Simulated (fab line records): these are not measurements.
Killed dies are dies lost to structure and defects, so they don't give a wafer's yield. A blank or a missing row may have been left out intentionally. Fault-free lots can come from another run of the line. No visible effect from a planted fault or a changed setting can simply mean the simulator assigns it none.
Which tool was responsible? / flow gf180mcu / 6 lots, 18 wafers sampled, at 2 steps of a route of 602

WHAT THE GAUGES SHOWED, per wafer
GF_V2_THK_MEAS_01.
lot=L182; measured=day 19 15:42; on=film_metro-02; V2_CVD_00_THK (nm)=594 601 599
lot=L191; measured=day 23 09:08; on=film_metro-02; V2_CVD_00_THK (nm)=595 594 603
lot=L192; measured=day 23 22:04; on=film_metro-03; V2_CVD_00_THK (nm)=608 605 599
lot=L197; measured=day 25 00:37; on=film_metro-02; V2_CVD_00_THK (nm)=602 598 604
lot=L199; measured=day 25 15:28; on=film_metro-02; V2_CVD_00_THK (nm)=601 607 598
lot=L202; measured=day 26 13:14; on=film_metro-01; V2_CVD_00_THK (nm)=601 588 600

WHICH TOOL RAN EACH LOT (tool, then ch and the chambers of the sampled wafers, then the start)
lot=L182; GF_V1_SPUTTER_21=pvd_sputter-03, day 18 12:43
lot=L191; GF_V1_SPUTTER_21=pvd_sputter-03, day 22 08:53
lot=L192; GF_V1_SPUTTER_21=pvd_sputter-01, day 22 21:34
lot=L197; GF_V1_SPUTTER_21=pvd_sputter-02, day 24 01:00
lot=L199; GF_V1_SPUTTER_21=pvd_sputter-02, day 24 16:16
lot=L202; GF_V1_SPUTTER_21=pvd_sputter-02, day 25 14:58
- GF_V1_SPUTTER_21: material Ti, target thk 15 nm, time 80.02 s.

THE ANSWER, worked out from the rows above alone
Rule: the lots themselves supply what counts as usual. The widest of any qualifying gaps counts: lots, ordered by their means at a reading, are off when they make up no more than a third of the lots, leave a main group of 4 or more, and stand apart from it by 3 or more times the standard deviation of that group's means. If all means in a main group match to the digits the tables above print for the reading, that group is not used. A lot without any number at a reading at which 4 lots or more have one is off too. Any other lot the step has rows for is counted as sound.
None of the lots is off at any reading shown; this tells nothing.

WHAT THE SIMULATOR HAD INSERTED
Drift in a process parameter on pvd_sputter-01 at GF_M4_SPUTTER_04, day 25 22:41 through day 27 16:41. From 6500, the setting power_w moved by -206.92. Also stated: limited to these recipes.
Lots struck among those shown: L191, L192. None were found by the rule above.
